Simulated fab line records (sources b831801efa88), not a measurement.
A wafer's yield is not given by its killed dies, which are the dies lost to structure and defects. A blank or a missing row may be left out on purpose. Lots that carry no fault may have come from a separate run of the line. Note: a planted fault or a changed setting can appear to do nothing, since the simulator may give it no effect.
fab line records | flow sky130
record: lots: 12 wafers: 36 last_day: 50
route steps=708 shown GATE_OXIDE@189 LDD_P@257 LDD_HVP@287 SD_P@328
lots with no fault: from the same line, run without faults
start_h: hours from the record's first day to the start of the lot's first wafer shown | wait_h: how many hours have passed since the lot's step before this one | " repeats the value in the row above | L1.1+2: a single row standing in for several wafers | - value missing, or start not given | * or withheld: withheld | < > ~ a bound
route shown NAME@n: a module of which the file shows steps, and the number in the route of the first | usual: average and standard deviation across the fault-free wafers | same: alike in all rows | chamber/n: place in a boat | sites: the reading at each site | _std_site: the standard deviation of these | _edge_site: the outer-site mean with the inner-site mean subtracted | radius_mm: for every site, how far away it sits from the centre of the wafer | mask NAME#n: copy n | behind: tool/chamber where the wafer was last shaped | hold: what put the lot on hold/how long, in hours/how the hold closed | device: the transistor (n, p or np) that didn't switch | end of line: the route-end tests of the same wafers | a step given without rows: its recipe and nothing more | killed: not the wafer's yield, but the dies lost to structure and defects at the first sort | map: shows each die of a wafer: x if killed, . if not, _ if none is there
set.NAME: the setting the step ran with; set.NAME@STEP: the setting that earlier step ran with | model.NAME: the simulator's own value behind a step, which no gauge read
one table for each step of the route and one row for each wafer, over a sample of lots
services: from which hour (start_h, from the record's first day; less than 0 if before it) a tool's chamber was out of use, for how many hours, and why
== steps ==
step: SKY_GATE_OXIDE_THK_MEAS_02
recipe: reads: SiO2_of_GATE_OXIDE_OXIDATION_01
usual: GATE_OXIDE_OXIDATION_00_THK: 10.30/0.24
columns lot.wafer tool chamber start_h wait_h GATE_OXIDE_OXIDATION_00_THK[nm]
L710.1 film_metro-03 - 296.69 0.0 10.29
L710.2 " - " " 10.30
L710.6 " - " " 10.29
L711.1 film_metro-02 - 304.67 0.0 10.59
L711.2 " - " " 10.40
L711.4 " - " " 10.24
L712.2 film_metro-02 - 310.63 0.0 10.07
L712.4 " - " " 9.96
L712.5 " - " " 9.92
L713.1 film_metro-03 - 320.05 0.0 10.46
L713.3 " - " " 10.50
L713.5 " - " " 10.41
L714.2 film_metro-04 - 327.26 0.0 10.65
L714.3 " - " " 10.63
L714.4 " - " " 10.64
L716.1 film_metro-04 - 347.67 0.0 10.07
L716.4 " - " " 9.89
L716.5 " - " " 10.07
L717.1 film_metro-03 - 356.58 0.0 10.47
L717.5 " - " " 10.33
L717.6 " - " " 10.34
L724.2 film_metro-02 - 418.05 0.0 10.65
L724.3 " - " " 10.75
L724.5 " - " " 10.76
L727.1 film_metro-04 - 449.73 0.0 10.34
L727.3 " - " " 10.33
L727.6 " - " " 10.53
L728.3 film_metro-03 - 456.36 0.0 10.38
L728.4 " - " " 10.66
L728.6 " - " " 10.31
L729.2 film_metro-02 - 462.60 0.0 9.95
L729.3 " - " " 9.95
L729.5 " - " " 10.03
L731.2 film_metro-04 - 474.85 0.0 10.28
L731.4 " - " " 10.29
L731.6 " - " " 10.36
step: SKY_LDD_P_COAT_02
recipe: resist: NOVOLAK spin_rpm: 3000 resist_thk_nm: 1140
columns lot.wafer tool chamber start_h wait_h
L710.1+2+6 litho_track-04 0 429.94 0.1
L711.1+2+4 litho_track-02 0 446.59 0.1
L712.2+4+5 litho_track-01 0 456.28 0.1
L713.1+3+5 litho_track-02 0 461.34 0.1
L714.2+3+4 litho_track-02 0 469.06 0.1
L716.1+4+5 litho_track-02 0 493.74 0.1
L717.1+5+6 litho_track-02 0 500.29 0.1
L724.2+3+5 litho_track-01 0 562.48 0.1
L727.1+3+6 litho_track-01 0 593.50 0.1
L728.3+4+6 litho_track-01 0 599.55 0.1
L729.2+3+5 litho_track-02 0 605.16 0.1
L731.2+4+6 litho_track-02 0 642.46 0.1
step: SKY_LDD_P_STRIP_10
recipe: chemistry: O2/N2 power_w: 1400 pressure_mtorr: 1500 platen_temp_c: withheld o2_flow_sccm: 3000 n2_flow_sccm: 300 overash_fraction: 0.5
usual: drypump_motor_current_A: 5.9/0.3 oes_product_au: 0.716/0.0044 strip_time_to_endpoint_s: 14.19/0.039
columns lot.wafer tool chamber start_h wait_h drypump_motor_current_A oes_product_au rf_hours_counter_h strip_time_to_endpoint_s
L710.1 plasma_asher-03 1 446.41 0.1 6.3 0.715 75 14.17
L710.2 " 0 " " 5.6 0.716 75 14.19
L710.6 " 0 " " 5.6 0.712 - 14.17
L711.1 plasma_asher-03 1 461.95 0.1 6.4 0.722 77 14.16
L711.2 " 0 " " 5.6 0.715 77 14.17
L711.4 " 0 " " 5.6 0.721 - 14.17
L712.2 plasma_asher-01 1 472.34 0.1 5.6 0.718 64 14.25
L712.4 " 1 " " 5.5 0.717 - 14.25
L712.5 " 0 " " 6.2 0.720 - 14.28
L713.1 plasma_asher-01 1 477.10 0.1 5.6 0.715 65 14.22
L713.3 " 1 " " 5.6 0.710 - 14.18
L713.5 " 0 " " 6.2 0.707 - 14.22
L714.2 plasma_asher-01 1 484.46 0.1 5.6 0.717 66 14.23
L714.3 " 1 " " 5.6 0.714 - 14.20
L714.4 " 0 " " 6.2 0.716 - 14.21
L716.1 plasma_asher-02 1 510.00 0.1 6.1 0.714 39 13.70
L716.4 " 1 " " 6.1 0.712 - 13.66
L716.5 " 1 " " 6.1 0.716 - 13.66
L717.1 plasma_asher-01 1 515.86 0.1 5.6 0.720 69 13.65
L717.5 " 0 " " 6.2 0.715 - 13.66
L717.6 " 1 " " 5.6 0.705 - 13.65
L724.2 plasma_asher-03 0 576.19 0.1 5.6 0.718 87 14.20
L724.3 " 1 " " 6.3 0.720 - 14.19
L724.5 " 0 " " 5.6 0.715 - 14.22
L727.1 plasma_asher-02 1 607.54 0.1 6.0 0.719 50 14.19
L727.3 " 1 " " 6.1 0.712 - 14.22
L727.6 " 1 " " 6.1 0.708 - 14.18
L728.3 plasma_asher-03 1 613.04 0.1 6.4 0.719 - 14.16
L728.4 " 0 " " 5.6 0.719 - 14.18
L728.6 " 1 " " 6.4 0.707 - 14.19
L729.2 plasma_asher-03 0 619.59 0.1 5.6 0.718 92 14.16
L729.3 " 1 " " 6.3 0.712 - 14.18
L729.5 " 0 " " 5.6 0.717 - 14.18
L731.2 plasma_asher-02 0 657.95 0.1 5.8 0.723 55 14.17
L731.4 " 1 " " 6.1 0.718 - 14.18
L731.6 " 1 " " 6.1 0.706 - 14.18
step: SKY_LDD_HVP_STRIP_09
recipe: chemistry: O2/N2 power_w: 1400 pressure_mtorr: 1500 platen_temp_c: withheld o2_flow_sccm: 3000 n2_flow_sccm: 300 overash_fraction: 0.5
usual: drypump_motor_current_A: 5.7/0.46 oes_product_au: 0.409/0.004 strip_time_to_endpoint_s: 4.132/0.016
columns lot.wafer tool chamber start_h wait_h drypump_motor_current_A oes_product_au rf_hours_counter_h strip_time_to_endpoint_s
L710.1 plasma_asher-04 1 507.41 0.1 4.9 0.399 8 4.110
L710.2 " 0 " " 5.8 0.408 8 4.112
L710.6 " 0 " " 5.8 0.414 - 4.107
L711.1 plasma_asher-03 1 524.57 0.1 6.3 0.411 82 4.152
L711.2 " 0 " " 5.6 0.401 82 4.150
L711.4 " 0 " " 5.6 0.409 - 4.165
L712.2 plasma_asher-04 0 533.88 0.1 5.9 0.411 10 4.121
L712.4 " 0 " " 5.8 0.411 - 4.136
L712.5 " 0 " " 5.8 0.406 - 4.125
L713.1 plasma_asher-03 0 538.93 0.1 5.6 0.411 84 4.139
L713.3 " 0 " " 5.6 0.413 - 4.101
L713.5 " 1 " " 6.3 0.411 - 4.139
L714.2 plasma_asher-02 1 546.01 0.1 6.1 0.410 43 4.119
L714.3 " 1 " " 6.1 0.416 - 4.126
L714.4 " 0 " " 5.8 0.413 - 4.109
L716.1 plasma_asher-04 0 569.66 0.1 5.9 0.410 14 4.122
L716.4 " 0 " " 5.8 0.406 - 4.126
L716.5 " 0 " " 5.9 0.410 - 4.121
L717.1 plasma_asher-04 0 573.91 0.1 5.8 0.412 15 4.137
L717.5 " 1 " " 4.9 0.408 - 4.147
L717.6 " 0 " " 5.8 0.412 - 4.124
L724.2 plasma_asher-04 0 635.58 0.1 5.8 0.413 22 4.131
L724.3 " 1 " " 4.9 0.411 - 4.149
L724.5 " 0 " " 5.8 0.408 - 4.154
L727.1 plasma_asher-02 0 665.02 0.1 5.7 0.407 56 4.124
L727.3 " 1 " " 6.0 0.410 - 4.108
L727.6 " 0 " " 5.8 0.409 - 4.122
L728.3 plasma_asher-04 0 669.71 0.1 5.8 0.417 - 4.104
L728.4 " 1 " " 4.9 0.414 - 4.128
L728.6 " 1 " " 4.9 0.409 - 4.126
L729.2 plasma_asher-04 1 675.77 0.1 4.9 0.408 25 4.157
L729.3 " 0 " " 5.8 0.410 - 4.170
L729.5 " 1 " " 4.9 0.412 - 4.144
L731.2 plasma_asher-02 1 713.98 0.1 6.0 0.410 61 4.137
L731.4 " 0 " " 5.8 0.405 - 4.146
L731.6 " 1 " " 6.1 0.407 - 4.128
step: SKY_SD_P_OVL_MEAS_08
usual: SD_P_OVL: 0.6/1.3
columns lot.wafer tool chamber start_h wait_h SD_P_OVL[nm]
L710.1 overlay-01 - 624.67 0.1 1.5
L710.2 " - " " 0.9
L710.6 " - " " -1.1
L712.2 overlay-02 - 625.11 0.1 0.0
L712.4 " - " " 2.2
L712.5 " - " " 0.2
L711.1 overlay-02 - 625.79 0.1 -0.2
L711.2 " - " " 0.0
L711.4 " - " " 1.6
L713.1 overlay-02 - 628.31 0.1 0.4
L713.3 " - " " -0.1
L713.5 " - " " -0.2
L714.2 overlay-02 - 636.30 0.1 -0.5
L714.3 " - " " -2.1
L714.4 " - " " 1.0
L716.1 overlay-01 - 659.24 0.1 4.3
L716.4 " - " " 1.8
L716.5 " - " " 2.4
L717.1 overlay-02 - 663.86 0.1 -0.5
L717.5 " - " " -0.6
L717.6 " - " " -1.2
L724.2 overlay-02 - 722.36 0.1 1.4
L724.3 " - " " 0.1
L724.5 " - " " 2.0
L727.1 overlay-02 - 751.29 0.1 0.4
L727.3 " - " " 2.0
L727.6 " - " " -0.1
L728.3 overlay-02 - 753.23 0.1 3.1
L728.4 " - " " -0.4
L728.6 " - " " -0.2
L729.2 overlay-01 - 759.70 0.1 3.6
L729.3 " - " " 0.5
L729.5 " - " " 3.0
L731.2 overlay-02 - 797.86 0.1 0.2
L731.4 " - " " 2.8
L731.6 " - " " 0.0
== services ==
columns tool chamber start_h hours kind
plasma_asher-04 - 421.25 9.0 pm
plasma_asher-04 0 421.25 9.0 vent_cycle
plasma_asher-04 1 421.25 9.0 vent_cycle
plasma_asher-04 0 430.25 - clean
plasma_asher-04 1 430.25 - clean
plasma_asher-03 - 492.14 4.3 pm
plasma_asher-03 - 497.83 2.8 pm
plasma_asher-01 - 603.20 24.1 repair
plasma_asher-03 - 606.38 2.1 repair
plasma_asher-04 - 608.98 0.3 repair
plasma_asher-04 - 662.79 4.9 repair
plasma_asher-02 - 682.94 0.7 repair
plasma_asher-02 - 689.13 0.6 repair
== key ==
first_sign: step: SKY_LDD_P_STRIP_10 reading: strip_time_to_endpoint_s direction: down sigmas: 14 usual: * struck: *
effect none on later readings
met_at SKY_LDD_P_COAT_02
struck_lots L716,L717
tester_left_out L716,L717
not_acting_at SKY_GATE_OXIDE_THK_MEAS_02,SKY_LDD_HVP_STRIP_09,SKY_SD_P_OVL_MEAS_08
onset_between 469.06 493.74
fault: kind: process_parameter_drift tool: litho_track-02 chamber: - onset_h: 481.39 steps: SKY_LDD_P_COAT_02 channel: resist_thk_nm offset: -45.127 shape: step end_h: 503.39 acts_in: these_recipes_only stated: 1140
tester_left_out: of these lots the tester's yield and bins aren't shown, on N5 and GAA mostly nor the transistor test; their killed dies are dies lost to structure and defects alone, not to doping, threshold or leakage, so they don't give the yield
